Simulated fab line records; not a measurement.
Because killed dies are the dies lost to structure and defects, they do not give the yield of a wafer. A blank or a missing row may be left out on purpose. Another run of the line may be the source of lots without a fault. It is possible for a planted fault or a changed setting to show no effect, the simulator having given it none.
A single fault, viewed from 2 desks	flow gf180mcu	every desk sees just its own numbers, and what lay behind them comes last

== AT THE METROLOGY DESK ==
What the gauges read for every lot (on any tool): the sampled wafers with a number, averaged. Any lot whose mean is over 4 standard deviations away from the usual mean is out of limits and marked OUT; that distance is given in the brackets.
Columns: A = cdNm at GF_V1_CD_MEAS_14, usual 259.7 nm; B = V1_OVL at GF_V1_OVL_MEAS_15, usual 1 nm
lot	first seen here	A	B
L443	day 17 23:43	259.5	0
L452	day 22 13:17	259.6	-3
L461	day 25 09:22	259.3	7
L463	day 25 10:35	258.3	12
L464	day 25 17:53	260.6	1
Finding of this desk: none of the 5 lots has anything out of limits.

== FOR THE TOOL OWNER'S DESK: pvdSputter-03 ==
The tool's own readings at GF_V1_SPUTTER_21 (material Ti, target thk 15 nm, time 80.02 s): means of the sampled wafers that have a number, for each lot that ran on this tool. Any lot whose mean is over 4 standard deviations away from the usual mean is out of limits and marked OUT; that distance is given in the brackets.
Columns: A = cathodeDcPowerW at GF_V1_SPUTTER_21, usual 2499.9 W; B = throttleValvePct at GF_V1_SPUTTER_21, usual 29.7 %
lot	first seen here	A	B
L452	day 22 14:05	2500.4	29.9
L463	day 25 11:26	2500.1	30.7
L464	day 25 18:44	2499.8	31.4
Finding of this desk: none of the 3 lots has anything out of limits.

== BROUGHT TOGETHER ==
Nothing out of limits was seen by the metrology desk.
The desk of the tool owner found nothing out of limits.

== WHAT THE SIMULATOR HAD PUT IN ==
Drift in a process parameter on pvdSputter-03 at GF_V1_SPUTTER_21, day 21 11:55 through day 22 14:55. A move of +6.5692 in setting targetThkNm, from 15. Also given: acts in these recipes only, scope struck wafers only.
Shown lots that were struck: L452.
